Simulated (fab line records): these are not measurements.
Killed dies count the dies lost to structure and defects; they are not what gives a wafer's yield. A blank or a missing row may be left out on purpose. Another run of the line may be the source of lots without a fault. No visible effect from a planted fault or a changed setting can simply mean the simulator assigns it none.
Which tool did it? -- flow sky130 -- 72 wafers from 24 lots sampled at 3 of the route's 708 steps

== WHAT THE GAUGES READ, wafer by wafer ==
SKY_VT_ADJUST_HVTP_OVL_MEAS_08.
lot,measured,on,VT_ADJUST_HVTP_OVL (nm)
L074,day 6 11:14,overlay-01,1.0 0.8 0.0
L075,day 6 14:41,overlay-02,0.0 1.0 -1.0
L076,day 6 20:50,overlay-02,-0.5 -2.6 -1.2
L077,day 7 04:26,overlay-02,-0.3 0.2 -1.0
L078,day 7 11:35,overlay-01,0.0 0.5 -1.1
L079,day 7 15:55,overlay-01,-1.7 -0.5 -0.7
L080,day 7 19:36,overlay-02,-0.7 0.1 0.3
L081,day 8 03:27,overlay-02,0.2 -0.3 -0.1
L082,day 8 11:11,overlay-01,-0.7 0.4 -0.8
L083,day 8 16:24,overlay-01,1.2 0.2 -1.1
L084,day 8 20:23,overlay-01,-1.2 -2.5 -0.3
L085,day 9 04:50,overlay-02,-2.3 -2.2 -1.2
L086,day 9 09:53,overlay-01,-1.9 -0.9 -3.2
L087,day 9 14:23,overlay-01,-3.0 -0.6 -0.4
L088,day 10 00:21,overlay-01,-4.0 -2.5 -2.3
L089,day 10 06:41,overlay-01,-0.8 -0.6 -1.4
L090,day 10 15:51,overlay-01,1.0 2.1 2.6
L091,day 10 18:29,overlay-01,-0.5 -3.0 -2.8
L092,day 10 22:20,overlay-02,1.2 1.3 2.5
L093,day 11 03:17,overlay-02,-2.0 0.6 -0.3
L094,day 11 13:05,overlay-01,1.7 -1.0 0.7
L095,day 11 23:22,overlay-01,-1.1 -1.3 -1.0
L096,day 12 00:53,overlay-02,-2.3 -1.8 -1.2
L097,day 12 03:50,overlay-02,-1.7 -2.6 -0.9

SKY_SD_N_CD_MEAS_07: the cd target is 380 nm.
lot,measured,on,cd-nm (nm)
L074,day 28 16:11,cd-sem-01,381.7 380.2 379.2
L075,day 29 03:34,cd-sem-01,381.0 378.9 378.5
L076,day 29 06:54,cd-sem-01,378.8 379.8 377.4
L077,day 29 19:43,cd-sem-02,380.9 382.5 384.6
L078,day 30 05:19,cd-sem-01,383.5 379.0 379.0
L079,day 30 06:34,cd-sem-01,379.2 376.6 377.5
L080,day 30 14:25,cd-sem-01,382.5 381.0 381.1
L081,day 31 05:51,cd-sem-02,373.5 373.6 374.5
L082,day 31 13:18,cd-sem-02,378.3 379.7 378.5
L083,day 31 20:26,cd-sem-02,378.3 376.7 379.4
L084,day 32 01:05,cd-sem-01,376.0 376.9 377.9
L085,day 32 13:04,cd-sem-01,380.9 377.4 381.2
L086,day 32 13:23,cd-sem-02,382.3 378.8 380.3
L087,day 33 00:07,cd-sem-01,377.6 377.1 377.0
L088,day 33 10:34,cd-sem-01,379.7 380.2 379.4
L089,day 33 17:20,cd-sem-02,380.3 381.2 381.4
L090,day 34 06:47,cd-sem-01,377.5 378.9 380.6
L091,day 34 10:52,cd-sem-02,376.2 376.1 374.9
L092,day 34 13:16,cd-sem-02,377.7 378.2 379.8
L093,day 34 19:22,cd-sem-01,384.5 383.0 383.7
L094,day 35 05:19,cd-sem-01,384.2 382.8 382.7
L095,day 35 14:54,cd-sem-02,379.1 379.2 379.2
L096,day 35 16:35,cd-sem-01,374.2 375.4 374.6
L097,day 35 19:35,cd-sem-02,376.8 375.7 376.0

== WHAT TOOL EACH LOT RAN ON (gives the tool, then ch and the chambers of the sampled wafers, and finally the start) ==
lot,SKY_POLY_CUT_ETCH_10
L074,"rie-diel-03 ch 0,2, day 24 22:09"
L075,"rie-diel-04 ch 0,3, day 25 10:04"
L076,"rie-diel-04 ch 0,3, day 25 12:55"
L077,"rie-diel-03 ch 0,2,3, day 26 02:39"
L078,"rie-diel-03 ch 0,1,3, day 26 12:13"
L079,"rie-diel-01 ch 0,1,3, day 26 14:49"
L080,"rie-diel-03 ch 2,3, day 26 23:40"
L081,"rie-diel-03 ch 1,2, day 27 15:21"
L082,"rie-diel-04 ch 0,1,2, day 28 00:12"
L083,"rie-diel-03 ch 0,3, day 28 07:24"
L084,"rie-diel-04 ch 0,1,3, day 28 10:55"
L085,"rie-diel-03 ch 1,2,3, day 28 22:45"
L086,"rie-diel-03 ch 0,3, day 28 23:49"
L087,"rie-diel-03 ch 0,3, day 29 11:40"
L088,"rie-diel-03 ch 0,3, day 29 21:34"
L089,"rie-diel-03 ch 0,1,3, day 30 04:49"
L090,"rie-diel-01 ch 2,3, day 30 17:46"
L091,"rie-diel-04 ch 2,3, day 31 00:09"
L092,"rie-diel-01 ch 0,1, day 31 02:33"
L093,"rie-diel-01 ch 0,1,3, day 31 08:19"
L094,"rie-diel-03 ch 0,1,3, day 31 18:09"
L095,"rie-diel-03 ch 0,3, day 32 05:28"
L096,"rie-diel-04 ch 0,3, day 32 07:04"
L097,"rie-diel-03 ch 0,1,2, day 32 09:16"
- SKY_POLY_CUT_ETCH_10: etches BARC in N2/H2, stops on SiO2, time 45.9 s, target depth 60 nm.

== WHAT THE TOOLS THEMSELVES READ (means of the sampled wafers that have a number; where no wafer has one, the mark that the record gives instead) ==
SKY_POLY_CUT_ETCH_10.
lot,tool,drypump-motor-current-A (A),h2-flow-sccm (sccm),oes-product-au (a.u.),throttle-valve-pct (%)
L074,rie-diel-03,5.5,200.0,0.858,13.230
L075,rie-diel-04,6.2,199.5,0.856,13.228
L076,rie-diel-04,6.3,200.1,0.856,13.226
L077,rie-diel-03,5.5,200.5,0.854,13.219
L078,rie-diel-03,5.5,200.1,0.853,13.223
L079,rie-diel-01,5.9,200.0,0.853,13.228
L080,rie-diel-03,5.6,200.2,0.859,13.223
L081,rie-diel-03,6.0,199.6,0.849,13.229
L082,rie-diel-04,5.7,199.9,0.855,13.225
L083,rie-diel-03,5.3,200.1,0.854,13.217
L084,rie-diel-04,6.1,200.4,0.852,13.224
L085,rie-diel-03,5.8,200.2,0.852,13.231
L086,rie-diel-03,5.3,199.6,0.856,13.223
L087,rie-diel-03,5.3,199.5,0.853,13.234
L088,rie-diel-03,5.3,200.2,0.856,13.240
L089,rie-diel-03,5.5,200.6,0.854,13.222
L090,rie-diel-01,5.1,199.1,0.853,13.217
L091,rie-diel-04,5.8,200.1,0.858,13.223
L092,rie-diel-01,6.1,200.0,0.856,13.228
L093,rie-diel-01,5.9,199.8,0.853,13.229
L094,rie-diel-03,5.5,199.8,0.855,13.223
L095,rie-diel-03,5.3,200.0,0.857,13.230
L096,rie-diel-04,6.2,200.9,0.854,13.219
L097,rie-diel-03,5.7,199.5,0.857,13.218

== THE ANSWER, worked out from the rows above alone ==
Rule: the usual values come from the lots themselves. The widest of any qualifying gaps counts: lots, ordered by their means at a reading, are off when they make up no more than a third of the lots, leave a main group of 4 or more, and stand apart from it by 3 or more times the standard deviation of that group's means. A main group is skipped when, at the precision printed for the reading in the tables above, its means are all equal. Also off: a lot with no number at a reading for which 4 or more lots have one. Where the step has rows for the other lots, those lots are counted as sound. The gauges are gone through in route order, then the tools' own readings, and for those a lot's mean is taken as printed above. At the first step where some lot is off, the reading lying furthest off is the one used; lots without a number count as furthest.
None of the lots is off at any reading shown; this tells nothing.

== WHAT HAD BEEN PUT IN BY THE SIMULATOR ==
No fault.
